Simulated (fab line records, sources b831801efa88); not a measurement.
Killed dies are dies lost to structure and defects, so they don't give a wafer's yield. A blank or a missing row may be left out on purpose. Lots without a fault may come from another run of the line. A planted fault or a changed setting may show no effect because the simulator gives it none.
Chamber matching | flow gf180mcu | GF_STI_ETCH_13 on rie_diel-01: 4 sister chambers
The step etches the open film in CHF3/O2, stops on Si, target depth 282.31 nm, time 112.9 s. 8 wafers are shown with their chamber, then 7 later ones without.

WAFERS WITH THEIR CHAMBER
wafer  | chamber | drypump_motor_current_A (A) | oes_product_au (a.u.)
L188.5 | 2       | 5.1                         | 0.828
L191.1 | 0       | 4.8                         | 0.829
L191.3 | 3       | 5.5                         | 0.834
L194.4 | 2       | 5.1                         | 0.837
L194.5 | 1       | 4.9                         | 0.839
L194.6 | 0       | 4.9                         | 0.838
L200.1 | 3       | 5.5                         | 0.829
L200.4 | 1       | 4.9                         | 0.840

WAFERS WITHOUT THEIR CHAMBER
wafer  | drypump_motor_current_A (A) | oes_product_au (a.u.)
L200.5 | 4.8                         | 0.832
L202.2 | 5.1                         | 0.834
L202.4 | 5.5                         | 0.831
L202.5 | 4.8                         | 0.823
L203.2 | 4.9                         | 0.824
L203.3 | 5.5                         | 0.830
L203.6 | 4.9                         | 0.832

WHICH CHAMBER EACH WENT THROUGH
wafer  | from the rows above     | in truth
L200.5 | can't be placed: 0 or 1 | 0
L202.2 | 2                       | 2
L202.4 | 3                       | 3
L202.5 | can't be placed: 0 or 1 | 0
L203.2 | can't be placed: 0 or 1 | 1
L203.3 | 3                       | 3
L203.6 | can't be placed: 0 or 1 | 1
Placed correctly: 3 of 7. Can't be placed from these rows: 4 (the true chamber is among the candidates in 4). Placed wrongly: 0.
How it was worked out, from the rows above alone: a wafer's distance from a chamber is the root of the sum, over the readings, of the square of ((its reading less the chamber's mean) divided by the reading's scatter). The wafer belongs to the nearest chamber; if the next one is less than 2 further off, it can't be placed. A chamber's mean is the mean of its shown wafers. The scatter: the root of (the sum of the squares of (reading less its chamber's mean) over the shown wafers, divided by (wafers less chambers)).
